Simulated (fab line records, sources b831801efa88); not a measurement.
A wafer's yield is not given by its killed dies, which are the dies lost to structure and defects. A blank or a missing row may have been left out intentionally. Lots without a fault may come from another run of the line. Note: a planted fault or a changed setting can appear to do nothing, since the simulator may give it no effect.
Problem report in the 8D (eight disciplines) form, filled by code ; flow gf180mcu ; the parts of the form that need people (team, actions taken, sign-off) are left out

== 1. PROBLEM STATEMENT ==
run length s at GF_M2_SOFTBAKE_10 reads a mean of 92.63 s on 6 wafers of 2 lots; wafers without a fault read 89.15 s with a standard deviation of 0.11. Relative to the usual mean, that is a shift of +32 standard deviations.
The step: time 60 s.
The first sign was on wafer L855.3 at day 22 10:02, on litho track-03. The record holds 42 wafers of 14 lots with a number at this step. By rule, "out" or "out of limits" means more than 4 standard deviations away from the usual mean. Any other wafer with a number is counted as sound.

== 2. WHAT IT IS; WHAT IT IS NOT ==
question;is;is not
which readings at this step;run length s;-
which lots;L855, L858;L846, L847, L849, L850, L852, L860, L864, L865, L866, L867, L868, L869
which wafers of those lots;all that have a number;-
read on which tools;litho track-03;litho track-01, litho track-02
when;from day 22 10:02;"up to then (15 sound wafers); but 21 sound wafers of L860, L864, L865, L866, L867, L868, L869 came after"

== 3. SUSPECTS, AND WHAT RULES EACH OUT ==
Counting: a tool at any process step up to the reading remains a suspect when it ran all the lots that are out and ran no sound lot after the first of those.
- litho track-03 at GF_M2_SOFTBAKE_10 (time 60 s): ruled out as a lasting fault. After its first lot that is out, L855 (day 22 10:02), sound lots L868, L869 ran on it.
Left after counting: nothing in the record.

== 4. THE CAUSE (what the simulator had put in) ==
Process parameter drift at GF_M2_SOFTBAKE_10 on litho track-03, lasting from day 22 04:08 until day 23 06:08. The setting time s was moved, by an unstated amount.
Counting ruled it out, wrongly.

== 5. SEQUENCE OF EFFECTS, ordered by route ==
Each row: a reading where the mean over the struck wafers with a number is more than 3 standard deviations away from the usual. Scope: only readings with a usual standard deviation given in the record; hours: median across lots of the time from each lot's start at the first step in this table that gives one to its start at this step; sigmas: change in usual standard deviations.
hours;step;reading;usual;on struck wafers;change;sigmas
0;GF_M2_SOFTBAKE_10;run length s;89.15 s;92.63;+3.48;+32
Its process steps:
- GF_M2_SOFTBAKE_10: time 60 s.

== 6. WHAT WOULD HAVE CAUGHT IT SOONER ==
In this record the first reading out of limits was taken at day 22 10:02, 6 hours after the fault began at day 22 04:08.
